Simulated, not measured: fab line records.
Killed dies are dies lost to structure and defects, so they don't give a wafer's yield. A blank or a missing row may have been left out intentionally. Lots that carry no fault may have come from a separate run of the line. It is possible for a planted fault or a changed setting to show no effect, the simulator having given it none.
fab line records	flow sky130
record lots=24	wafers=72	last-day=50
route steps=708 shown VIA1@460 METAL2@486 VIA3@575 CAP2M@604 METAL5@664
lots that met no fault: from a run of the same line without faults
start-h: hours from the record's opening day to when the first of the lot's shown wafers began	wait-h: hours since the lot's step before	" repeats the value in the row above	L1.1+2: one row covering several wafers at once	- value missing, or start not given	* or withheld: withheld	< > ~ a bound
route shown NAME@n: a module of which the file shows steps, and the number in the route of the first	usual: average and standard deviation across the fault-free wafers	same: alike in all rows	chamber/n: place in a boat	sites: each site's reading	_std_site: how widely they spread, as a standard deviation	_edge_site: the outer-site mean with the inner-site mean subtracted	radius-mm: how far each site lies from the wafer's centre	mask NAME#n: copy n	behind: the tool/chamber that last shaped the wafer	hold: what put the lot on hold/how long, in hours/how the hold closed	device: the n, p or np transistor that did not switch	end of line: the route-end tests of the same wafers	a step with no rows: only its recipe	killed: not the wafer's yield, but the dies lost to structure and defects at the first sort	map: a wafer's dies, marking killed ones x, the rest . and places with no die _
set.NAME: setting as actually run; set.NAME@STEP: the setting as run at that earlier step	model.NAME: the simulator's own value behind a step, which no gauge read
route steps across a sampled set of lots; one table per step, one row per wafer
services: from which hour (start-h, from the record's first day; less than 0 if before it) a tool's chamber was out of use, for how many hours, and why
## steps
# step SKY_VIA1_CMP_02
# recipe material=SiO2	down-force-psi=4	platen-rpm=60	pad-velocity-m-s=0.94248
# usual motor-current-A=12.2/1.7	platen-rpm=60.00/0.04	slurry-flow-ml-min=150.0/0.42
lot.wafer	tool	chamber	start-h	wait-h	motor-current-A	platen-rpm	slurry-flow-ml-min
L074.2	cmp-02	2	757.15	0.1	11.1	59.99	150.3
L074.5	"	1	"	"	15.5	60.05	149.9
L074.6	"	2	"	"	10.5	59.95	150.1
L075.2	cmp-01	3	762.20	0.1	11.4	60.04	149.6
L075.3	"	0	"	"	11.9	59.95	150.6
L075.1	"	1	"	"	10.5	59.97	150.3
L076.3	cmp-01	2	774.04	0.0	12.2	59.89	149.9
L076.4	"	3	"	"	11.1	59.99	150.6
L076.5	"	3	"	"	11.2	59.97	150.3
L077.1	cmp-02	2	780.83	0.1	11.4	60.05	149.6
L077.4	"	3	"	"	10.8	59.94	150.6
L077.3	"	1	"	"	15.2	59.94	149.4
L078.1	cmp-02	1	791.77	0.1	14.9	59.96	149.6
L078.2	"	3	"	"	11.0	60.08	150.0
L078.5	"	1	"	"	15.0	60.01	150.2
L079.2	cmp-01	1	798.76	0.0	10.6	59.96	150.4
L079.3	"	2	"	"	12.4	59.99	150.1
L079.1	"	3	"	"	12.7	60.07	149.3
L080.2	cmp-02	3	807.87	0.0	11.0	59.98	150.2
L080.1	"	1	"	"	14.6	59.95	150.5
L080.6	"	0	"	"	14.6	60.00	149.9
L081.1	cmp-02	0	818.69	0.1	14.6	60.03	151.0
L081.2	"	1	"	"	14.8	59.97	149.8
L081.5	"	0	"	"	15.1	60.02	150.1
L082.4	cmp-01	3	842.71	0.1	12.1	60.06	150.1
L082.1	"	0	"	"	11.3	59.96	150.2
L082.6	"	1	"	"	9.9	59.95	150.5
L085.1	cmp-01	3	850.07	0.1	12.1	59.97	149.8
L085.4	"	1	"	"	10.1	59.98	150.4
L085.6	"	0	"	"	12.5	60.00	150.4
L084.2	cmp-02	2	857.13	0.1	11.6	60.02	150.3
L084.3	"	3	"	"	10.3	60.01	150.7
L084.6	"	2	"	"	11.4	60.05	150.2
L083.3	cmp-01	2	858.09	0.1	12.3	59.99	150.1
L083.1	"	0	"	"	12.2	59.96	150.0
L083.5	"	2	"	"	12.4	59.98	149.4
L086.2	cmp-01	2	865.90	0.0	12.8	60.02	150.1
L086.3	"	0	"	"	12.3	59.99	149.5
L086.6	"	3	"	"	11.8	60.05	150.9
L087.4	cmp-01	1	867.17	0.0	10.0	60.04	149.7
L087.3	"	2	"	"	11.9	59.99	150.6
L087.6	"	2	"	"	12.4	60.00	150.4
L088.2	cmp-01	3	871.96	0.1	11.7	59.99	149.5
L088.3	"	1	"	"	10.1	60.01	150.0
L088.6	"	3	"	"	11.8	59.95	149.8
L089.4	cmp-01	0	882.03	0.1	11.0	60.07	150.2
L089.5	"	2	"	"	12.6	60.02	150.1
L089.6	"	3	"	"	11.6	59.98	151.0
L090.3	cmp-02	0	888.31	0.0	16.0	60.02	149.5
L090.1	"	3	"	"	10.7	59.95	150.3
L090.5	"	0	"	"	14.9	59.94	150.7
L091.1	cmp-02	3	891.53	0.1	10.3	60.06	149.2
L091.2	"	0	"	"	15.8	59.96	150.2
L091.5	"	2	"	"	11.5	60.01	150.2
L092.3	cmp-01	1	910.26	0.0	10.3	60.04	149.9
L092.2	"	0	"	"	12.2	59.95	149.6
L092.6	"	1	"	"	10.2	60.03	150.5
L093.1	cmp-01	1	911.60	0.1	9.3	59.96	150.0
L093.3	"	2	"	"	12.6	60.04	150.1
L093.4	"	0	"	"	12.4	59.93	149.5
L094.3	cmp-02	2	911.86	0.1	11.2	60.04	149.7
L094.4	"	3	"	"	10.6	59.99	150.2
L094.6	"	2	"	"	11.9	60.04	149.6
L095.4	cmp-01	2	920.16	0.1	12.8	59.95	149.7
L095.2	"	0	"	"	12.0	60.09	149.5
L095.5	"	2	"	"	12.6	60.01	150.0
L096.1	cmp-02	3	928.07	0.1	10.2	59.94	149.5
L096.3	"	0	"	"	14.8	59.98	149.9
L096.5	"	2	"	"	11.2	60.00	149.4
L097.2	cmp-02	3	936.94	0.1	11.2	59.98	150.2
L097.3	"	0	"	"	14.7	59.98	149.6
L097.6	"	3	"	"	11.0	59.91	150.3
# step SKY_METAL2_SPUTTER_03
# recipe material=Ti	target-thk-nm=5	power-w=3000	time-s=3.3	chamber-pressure-pa=0.4
# usual throttle-valve-pct=30.2/1
lot.wafer	tool	chamber	start-h	wait-h	throttle-valve-pct
L074.2	pvd-sputter-02	-	786.54	0.0	30.0
L074.5	"	-	"	"	31.1
L074.6	"	-	"	"	30.0
L075.1	pvd-sputter-01	-	791.34	0.0	31.6
L075.2	"	-	"	"	31.6
L075.3	"	-	"	"	30.2
L076.3	pvd-sputter-02	-	802.96	0.0	30.1
L076.4	"	-	"	"	31.2
L076.5	"	-	"	"	30.1
L077.1	pvd-sputter-04	-	809.95	0.0	28.8
L077.3	"	-	"	"	28.1
L077.4	"	-	"	"	31.4
L078.1	pvd-sputter-01	-	820.60	0.0	30.1
L078.2	"	-	"	"	31.6
L078.5	"	-	"	"	29.6
L079.1	pvd-sputter-01	-	826.80	0.0	30.3
L079.2	"	-	"	"	31.6
L079.3	"	-	"	"	29.5
L080.1	pvd-sputter-02	-	836.65	0.0	31.0
L080.2	"	-	"	"	30.6
L080.6	"	-	"	"	29.9
L081.1	pvd-sputter-02	-	847.60	0.0	31.1
L081.2	"	-	"	"	29.8
L081.5	"	-	"	"	31.2
L082.1	pvd-sputter-02	-	870.10	0.0	31.0
L082.4	"	-	"	"	30.0
L082.6	"	-	"	"	30.2
L085.1	pvd-sputter-04	-	878.90	0.0	28.7
L085.4	"	-	"	"	30.5
L085.6	"	-	"	"	28.9
L084.2	pvd-sputter-02	-	884.85	0.0	30.1
L084.3	"	-	"	"	31.1
L084.6	"	-	"	"	31.5
L083.1	pvd-sputter-02	-	885.58	0.0	29.9
L083.3	"	-	"	"	30.9
L083.5	"	-	"	"	29.9
L086.2	pvd-sputter-02	-	893.50	0.0	30.9
L086.3	"	-	"	"	29.9
L086.6	"	-	"	"	30.2
L087.3	pvd-sputter-04	-	894.50	0.0	31.6
L087.4	"	-	"	"	28.8
L087.6	"	-	"	"	30.7
L088.2	pvd-sputter-02	-	898.46	0.0	30.1
L088.3	"	-	"	"	30.1
L088.6	"	-	"	"	31.0
L089.4	pvd-sputter-04	-	908.96	0.0	31.4
L089.5	"	-	"	"	29.0
L089.6	"	-	"	"	28.2
L090.1	pvd-sputter-04	-	915.65	0.0	28.8
L090.3	"	-	"	"	28.6
L090.5	"	-	"	"	31.2
L091.1	pvd-sputter-04	-	917.82	0.0	28.0
L091.2	"	-	"	"	31.2
L091.5	"	-	"	"	28.8
L092.2	pvd-sputter-04	-	936.90	0.0	31.3
L092.3	"	-	"	"	28.8
L092.6	"	-	"	"	30.6
L093.1	pvd-sputter-04	-	937.59	0.0	29.0
L093.3	"	-	"	"	30.2
L093.4	"	-	"	"	31.3
L094.3	pvd-sputter-02	-	938.24	0.0	30.2
L094.4	"	-	"	"	31.1
L094.6	"	-	"	"	30.2
L095.2	pvd-sputter-04	-	946.26	0.0	29.0
L095.4	"	-	"	"	28.3
L095.5	"	-	"	"	28.2
L096.1	pvd-sputter-02	-	954.45	0.0	30.9
L096.3	"	-	"	"	30.2
L096.5	"	-	"	"	31.1
L097.2	pvd-sputter-02	-	962.91	0.0	31.0
L097.3	"	-	"	"	30.0
L097.6	"	-	"	"	29.8
# step SKY_METAL2_DESCUM_17
# recipe chemistry=O2	source-power-w=150	bias-power-w=0	pressure-mtorr=10	temp-c=40	time-s=8
# usual drypump-motor-current-A=5.7/0.42	oes-product-au=1.008/0.0096
lot.wafer	tool	chamber	start-h	wait-h	drypump-motor-current-A	oes-product-au	rf-hours-counter-h
L074.2	rie-metal-01	0	813.61	0.0	5.1	1.009	3
L074.5	"	0	"	"	5.1	1.008	-
L074.6	"	1	"	"	6.0	1.010	-
L075.1	rie-metal-03	0	818.06	0.0	5.4	1.002	7
L075.2	"	1	"	"	5.6	1.018	16
L075.3	"	0	"	"	5.4	1.006	-
L076.3	rie-metal-03	0	829.95	0.0	5.4	1.002	-
L076.4	"	1	"	"	5.6	1.018	-
L076.5	"	0	"	"	5.4	1.012	-
L077.1	rie-metal-01	0	837.12	0.0	5.1	1.019	4
L077.3	"	0	"	"	5.1	1.016	-
L077.4	"	1	"	"	6.0	1.008	-
L078.1	rie-metal-01	0	848.12	0.0	5.1	1.020	4
L078.2	"	1	"	"	6.0	1.019	15
L078.5	"	0	"	"	5.1	1.021	-
L079.1	rie-metal-02	0	854.07	0.0	6.6	1.000	17
L079.2	"	1	"	"	6.0	1.004	13
L079.3	"	0	"	"	6.5	1.004	-
L080.1	rie-metal-03	0	863.82	0.0	5.4	0.997	9
L080.2	"	0	"	"	5.4	0.994	-
L080.6	"	0	"	"	5.4	0.998	-
L081.1	rie-metal-01	1	874.92	0.0	6.0	0.996	0
L081.2	"	0	"	"	5.1	0.999	6
L081.5	"	1	"	"	6.0	0.993	-
L082.1	rie-metal-01	1	895.86	0.0	6.0	1.000	1
L082.4	"	1	"	"	6.0	1.004	-
L082.6	"	1	"	"	6.0	1.000	-
L085.1	rie-metal-03	0	907.12	0.0	5.4	1.003	12
L085.4	"	1	"	"	5.6	1.013	-
L085.6	"	0	"	"	5.4	1.019	-
L084.2	rie-metal-03	0	909.92	0.0	5.4	1.005	12
L084.3	"	1	"	"	5.6	1.031	-
L084.6	"	1	"	"	5.6	1.015	-
L083.1	rie-metal-02	0	911.17	0.0	6.6	1.008	20
L083.3	"	1	"	"	6.0	1.016	-
L083.5	"	1	"	"	6.0	1.001	-
L086.2	rie-metal-01	1	917.63	0.0	6.0	1.001	-
L086.3	"	1	"	"	6.0	0.999	-
L086.6	"	1	"	"	6.0	0.999	-
L087.3	rie-metal-03	1	919.53	0.0	5.6	1.020	-
L087.4	"	0	"	"	5.4	0.997	-
L087.6	"	1	"	"	5.6	1.015	-
L088.2	rie-metal-01	1	923.87	0.0	6.0	0.994	-
L088.3	"	1	"	"	6.0	1.000	-
L088.6	"	1	"	"	6.0	0.997	-
L089.4	rie-metal-02	0	934.48	0.0	6.5	1.004	-
L089.5	"	1	"	"	6.0	1.015	-
L089.6	"	0	"	"	6.6	1.004	-
L090.1	rie-metal-03	0	940.52	0.0	5.4	0.998	14
L090.3	"	1	"	"	5.6	1.019	-
L090.5	"	0	"	"	5.4	1.002	-
L091.1	rie-metal-03	0	943.56	0.0	5.4	1.007	14
L091.2	"	1	"	"	5.6	1.022	3
L091.5	"	1	"	"	5.5	1.033	-
L092.2	rie-metal-02	1	961.36	0.0	6.0	1.009	3
L092.3	"	1	"	"	6.0	1.019	-
L092.6	"	1	"	"	6.0	1.006	-
L093.1	rie-metal-03	1	962.02	0.0	5.6	1.031	4
L093.3	"	0	"	"	5.4	1.014	-
L093.4	"	1	"	"	5.6	1.029	-
L094.3	rie-metal-02	1	962.63	0.0	6.0	1.011	-
L094.4	"	0	"	"	6.6	1.000	-
L094.6	"	1	"	"	6.0	1.007	-
L095.2	rie-metal-01	1	970.67	0.0	6.0	1.000	6
L095.4	"	1	"	"	6.0	0.996	-
L095.5	"	1	"	"	6.0	0.999	-
L096.1	rie-metal-03	1	978.32	0.0	5.6	1.028	5
L096.3	"	0	"	"	5.4	1.020	-
L096.5	"	0	"	"	5.4	1.014	-
L097.2	rie-metal-02	1	987.23	0.0	6.0	1.009	-
L097.3	"	1	"	"	6.0	1.007	-
L097.6	"	1	"	"	6.0	1.004	-
# step SKY_VIA3_CMP_02
# recipe material=SiO2	down-force-psi=4	platen-rpm=60	pad-velocity-m-s=0.94248
# usual motor-current-A=12.4/1.8	platen-rpm=60.01/0.04	slurry-flow-ml-min=150.0/0.48
lot.wafer	tool	chamber	start-h	wait-h	motor-current-A	platen-rpm	slurry-flow-ml-min
L074.2	cmp-01	3	896.54	0.1	11.6	60.04	150.4
L074.6	"	2	"	"	12.1	60.03	150.2
L074.5	"	3	"	"	11.9	60.07	150.7
L075.1	cmp-02	0	902.27	0.1	14.8	59.95	149.4
L075.3	"	2	"	"	11.5	60.01	151.0
L075.2	"	3	"	"	10.7	60.01	150.9
L076.3	cmp-01	3	912.00	0.2	11.6	60.00	150.3
L076.4	"	0	"	"	12.8	59.98	149.8
L076.5	"	2	"	"	12.2	60.03	150.1
L077.3	cmp-01	0	919.51	0.4	12.1	59.90	151.0
L077.1	"	1	"	"	10.3	59.98	149.7
L077.4	"	3	"	"	11.6	59.89	150.0
L078.2	cmp-01	0	929.96	0.0	12.8	60.00	150.0
L078.1	"	3	"	"	11.5	59.92	149.3
L078.5	"	0	"	"	12.7	59.98	149.8
L079.1	cmp-02	1	936.05	0.1	15.3	60.03	149.6
L079.2	"	2	"	"	11.1	59.97	149.4
L079.3	"	3	"	"	10.6	60.08	150.4
L080.2	cmp-01	0	942.79	0.0	12.3	59.97	150.3
L080.1	"	3	"	"	11.6	60.01	150.4
L080.6	"	0	"	"	12.1	60.04	150.3
L081.1	cmp-01	3	954.50	0.1	12.6	59.98	149.5
L081.2	"	0	"	"	12.5	59.98	150.8
L081.5	"	2	"	"	12.5	59.95	149.5
L082.1	cmp-01	3	972.77	0.1	11.5	59.98	149.0
L082.4	"	2	"	"	12.2	60.00	150.3
L082.6	"	3	"	"	11.8	60.03	149.6
L085.1	cmp-02	1	985.96	0.4	15.0	60.02	150.3
L085.4	"	0	"	"	15.5	60.03	150.6
L085.6	"	2	"	"	11.4	60.01	150.1
L084.3	cmp-01	3	987.59	0.1	11.5	59.97	150.2
L084.2	"	1	"	"	9.7	60.01	150.2
L084.6	"	3	"	"	11.6	60.10	149.4
L083.3	cmp-01	0	989.86	0.5	11.6	60.05	149.5
L083.1	"	1	"	"	9.9	60.06	150.1
L083.5	"	0	"	"	12.2	60.03	149.2
L086.3	cmp-02	1	996.69	0.1	14.7	60.05	149.7
L086.2	"	3	"	"	10.9	59.95	150.5
L086.6	"	1	"	"	15.0	60.00	149.8
L087.3	cmp-02	0	996.94	0.2	14.7	59.99	150.7
L087.4	"	1	"	"	14.6	59.96	150.3
L087.6	"	1	"	"	14.7	59.96	149.3
L088.2	cmp-02	1	1000.49	0.1	15.3	60.01	150.4
L088.3	"	2	"	"	11.5	60.03	149.9
L088.6	"	1	"	"	15.1	60.02	150.6
L089.4	cmp-02	3	1009.99	0.1	10.8	59.99	150.8
L089.6	"	1	"	"	14.6	59.98	149.5
L089.5	"	2	"	"	11.1	59.99	149.4
L090.3	cmp-02	0	1016.79	0.0	15.9	59.99	149.8
L090.1	"	2	"	"	11.7	60.06	150.5
L090.5	"	0	"	"	14.5	59.99	149.7
L091.1	cmp-02	3	1018.79	0.1	10.4	59.90	149.9
L091.2	"	0	"	"	14.9	59.97	150.9
L091.5	"	3	"	"	11.0	59.95	149.3
L092.3	cmp-02	3	1035.56	0.1	11.0	60.04	149.4
L092.2	"	1	"	"	15.2	60.00	149.8
L092.6	"	3	"	"	10.5	60.04	149.0
L093.3	cmp-01	1	1036.32	0.0	9.5	59.99	150.1
L093.4	"	2	"	"	11.4	60.02	150.1
L093.1	"	3	"	"	11.6	60.00	150.1
L094.3	cmp-01	0	1036.86	0.0	12.2	60.04	149.1
L094.4	"	1	"	"	10.4	60.06	149.5
L094.6	"	0	"	"	12.3	60.00	149.6
L095.2	cmp-01	0	1044.62	0.1	11.9	59.99	149.6
L095.4	"	1	"	"	9.8	59.95	149.9
L095.5	"	2	"	"	12.0	60.07	149.1
L096.1	cmp-02	1	1052.25	0.1	15.6	59.97	150.6
L096.3	"	2	"	"	11.0	60.05	150.5
L096.5	"	0	"	"	15.8	60.01	150.7
L097.2	cmp-01	3	1059.12	0.0	11.1	59.98	149.7
L097.3	"	2	"	"	12.5	60.05	149.9
L097.6	"	0	"	"	11.8	60.04	150.3
# step SKY_CAP2M_THK_MEAS_01
# recipe reads=SiO2_of_CAP2M_CVD_00
# usual CAP2M_CVD_00_THK=15.42/0.22
lot.wafer	tool	chamber	start-h	wait-h	CAP2M_CVD_00_THK[nm]
L074.2	film-metro-02	-	923.71	-	15.27
L074.5	"	-	"	"	15.42
L074.6	"	-	"	"	15.68
L075.1	film-metro-03	-	929.55	-	15.29
L075.2	"	-	"	"	15.41
L075.3	"	-	"	"	15.53
L076.3	film-metro-04	-	938.16	-	15.03
L076.4	"	-	"	"	15.32
L076.5	"	-	"	"	15.27
L077.1	film-metro-03	-	946.02	-	15.46
L077.3	"	-	"	"	15.28
L077.4	"	-	"	"	15.49
L078.1	film-metro-03	-	955.78	-	15.14
L078.2	"	-	"	"	15.41
L078.5	"	-	"	"	15.51
L079.1	film-metro-04	-	961.95	-	15.25
L079.2	"	-	"	"	15.22
L079.3	"	-	"	"	15.06
L080.1	film-metro-03	-	969.32	-	15.51
L080.2	"	-	"	"	15.30
L080.6	"	-	"	"	15.52
L081.1	film-metro-02	-	980.70	-	15.65
L081.2	"	-	"	"	15.39
L081.5	"	-	"	"	15.78
L082.1	film-metro-04	-	998.70	-	15.06
L082.4	"	-	"	"	15.15
L082.6	"	-	"	"	15.09
L085.1	film-metro-04	-	1011.20	-	15.12
L085.4	"	-	"	"	15.38
L085.6	"	-	"	"	15.46
L084.2	film-metro-04	-	1012.56	-	15.32
L084.3	"	-	"	"	15.21
L084.6	"	-	"	"	15.50
L083.1	film-metro-04	-	1014.34	-	15.39
L083.3	"	-	"	"	15.22
L083.5	"	-	"	"	15.29
L086.2	film-metro-02	-	1021.93	-	15.47
L086.3	"	-	"	"	15.41
L086.6	"	-	"	"	15.66
L087.3	film-metro-03	-	1021.98	-	15.15
L087.4	"	-	"	"	15.27
L087.6	"	-	"	"	15.29
L088.2	film-metro-04	-	1025.46	-	15.44
L088.3	"	-	"	"	15.49
L088.6	"	-	"	"	15.48
L089.4	film-metro-02	-	1034.95	-	15.67
L089.5	"	-	"	"	15.76
L089.6	"	-	"	"	15.72
L090.1	film-metro-03	-	1040.81	-	15.60
L090.3	"	-	"	"	15.44
L090.5	"	-	"	"	15.72
L091.1	film-metro-04	-	1042.63	-	15.33
L091.2	"	-	"	"	15.49
L091.5	"	-	"	"	15.59
L092.2	film-metro-03	-	1059.16	-	15.50
L092.3	"	-	"	"	15.21
L092.6	"	-	"	"	15.43
L093.1	film-metro-04	-	1060.57	-	15.18
L093.3	"	-	"	"	15.58
L093.4	"	-	"	"	15.52
L094.3	film-metro-03	-	1061.42	-	15.16
L094.4	"	-	"	"	15.71
L094.6	"	-	"	"	15.20
L095.2	film-metro-02	-	1068.21	-	15.46
L095.4	"	-	"	"	15.84
L095.5	"	-	"	"	15.61
L096.1	film-metro-04	-	1076.02	-	15.07
L096.3	"	-	"	"	15.58
L096.5	"	-	"	"	15.56
L097.2	film-metro-04	-	1081.87	-	15.36
L097.3	"	-	"	"	15.38
L097.6	"	-	"	"	15.62
# step SKY_METAL5_SPUTTER_03
# recipe material=Ti	target-thk-nm=5	power-w=3000	time-s=3.3	chamber-pressure-pa=0.4
# usual throttle-valve-pct=30.3/1
lot.wafer	tool	chamber	start-h	wait-h	throttle-valve-pct
L074.2	pvd-sputter-02	-	998.73	0.0	31.1
L074.5	"	-	"	"	29.9
L074.6	"	-	"	"	30.2
L075.1	pvd-sputter-04	-	1005.11	0.0	28.1
L075.2	"	-	"	"	31.4
L075.3	"	-	"	"	30.2
L076.3	pvd-sputter-02	-	1012.69	0.0	30.2
L076.4	"	-	"	"	31.3
L076.5	"	-	"	"	30.7
L077.1	pvd-sputter-04	-	1020.33	0.0	30.5
L077.3	"	-	"	"	28.3
L077.4	"	-	"	"	31.4
L078.1	pvd-sputter-02	-	1030.25	0.0	30.0
L078.2	"	-	"	"	30.2
L078.5	"	-	"	"	29.9
L079.1	pvd-sputter-04	-	1035.46	0.0	31.4
L079.2	"	-	"	"	30.2
L079.3	"	-	"	"	28.2
L080.1	pvd-sputter-02	-	1041.93	0.0	30.2
L080.2	"	-	"	"	31.0
L080.6	"	-	"	"	30.1
L081.1	pvd-sputter-01	-	1053.46	0.0	31.4
L081.2	"	-	"	"	29.8
L081.5	"	-	"	"	29.9
L082.1	pvd-sputter-02	-	1069.73	0.0	30.8
L082.4	"	-	"	"	31.4
L082.6	"	-	"	"	31.2
L085.1	pvd-sputter-01	-	1080.35	0.0	29.3
L085.4	"	-	"	"	30.5
L085.6	"	-	"	"	31.5
L084.2	pvd-sputter-02	-	1081.00	0.0	31.2
L084.3	"	-	"	"	30.3
L084.6	"	-	"	"	30.2
L083.1	pvd-sputter-01	-	1083.00	0.0	29.7
L083.3	"	-	"	"	32.0
L083.5	"	-	"	"	31.5
L086.2	pvd-sputter-04	-	1089.60	0.0	31.2
L086.3	"	-	"	"	28.4
L086.6	"	-	"	"	31.3
L087.3	pvd-sputter-04	-	1090.58	0.0	28.4
L087.4	"	-	"	"	28.7
L087.6	"	-	"	"	28.6
L088.2	pvd-sputter-01	-	1092.60	0.0	31.6
L088.3	"	-	"	"	29.8
L088.6	"	-	"	"	31.6
L089.4	pvd-sputter-01	-	1101.56	0.0	29.7
L089.5	"	-	"	"	30.1
L089.6	"	-	"	"	31.6
L090.1	pvd-sputter-02	-	1107.48	0.0	31.1
L090.3	"	-	"	"	31.4
L090.5	"	-	"	"	31.2
L091.1	pvd-sputter-01	-	1109.20	0.0	30.5
L091.2	"	-	"	"	29.7
L091.5	"	-	"	"	31.5
L092.2	pvd-sputter-02	-	1123.93	0.0	31.0
L092.3	"	-	"	"	30.0
L092.6	"	-	"	"	31.3
L093.1	pvd-sputter-04	-	1125.07	0.0	28.2
L093.3	"	-	"	"	30.6
L093.4	"	-	"	"	28.8
L094.3	pvd-sputter-01	-	1125.65	0.0	30.3
L094.4	"	-	"	"	31.3
L094.6	"	-	"	"	31.4
L095.2	pvd-sputter-04	-	1131.19	0.0	30.6
L095.4	"	-	"	"	29.0
L095.5	"	-	"	"	30.3
L096.1	pvd-sputter-01	-	1139.56	0.0	29.7
L096.3	"	-	"	"	31.7
L096.5	"	-	"	"	31.6
L097.2	pvd-sputter-01	-	1145.74	0.0	29.6
L097.3	"	-	"	"	31.4
L097.6	"	-	"	"	30.5
## services
tool	chamber	start-h	hours	kind
cmp-01	-	734.24	0.6	repair
cmp-02	-	744.00	4.0	pm
pvd-sputter-02	-	768.60	6.7	repair
cmp-02	-	769.29	1.8	repair
cmp-02	-	775.22	1.1	repair
cmp-01	-	776.88	5.4	pm
pvd-sputter-02	-	792.76	5.5	repair
cmp-01	-	836.99	4.8	pm
cmp-01	-	898.71	1.2	repair
pvd-sputter-02	-	906.10	0.5	repair
cmp-01	-	912.20	4.0	pm
cmp-02	-	916.20	6.6	pm
cmp-01	-	923.05	3.1	repair
cmp-01	-	962.90	0.2	repair
cmp-01	-	985.25	2.0	repair
cmp-02	-	988.66	7.7	pm
cmp-01	-	1000.42	2.7	repair
cmp-01	-	1064.12	0.5	repair
cmp-02	-	1073.41	4.1	repair
cmp-01	-	1077.42	0.2	repair
cmp-02	-	1084.00	4.0	pm
cmp-02	-	1111.69	7.2	repair
cmp-02	-	1119.83	4.4	repair
cmp-01	-	1144.78	4.3	repair
## key
fault none
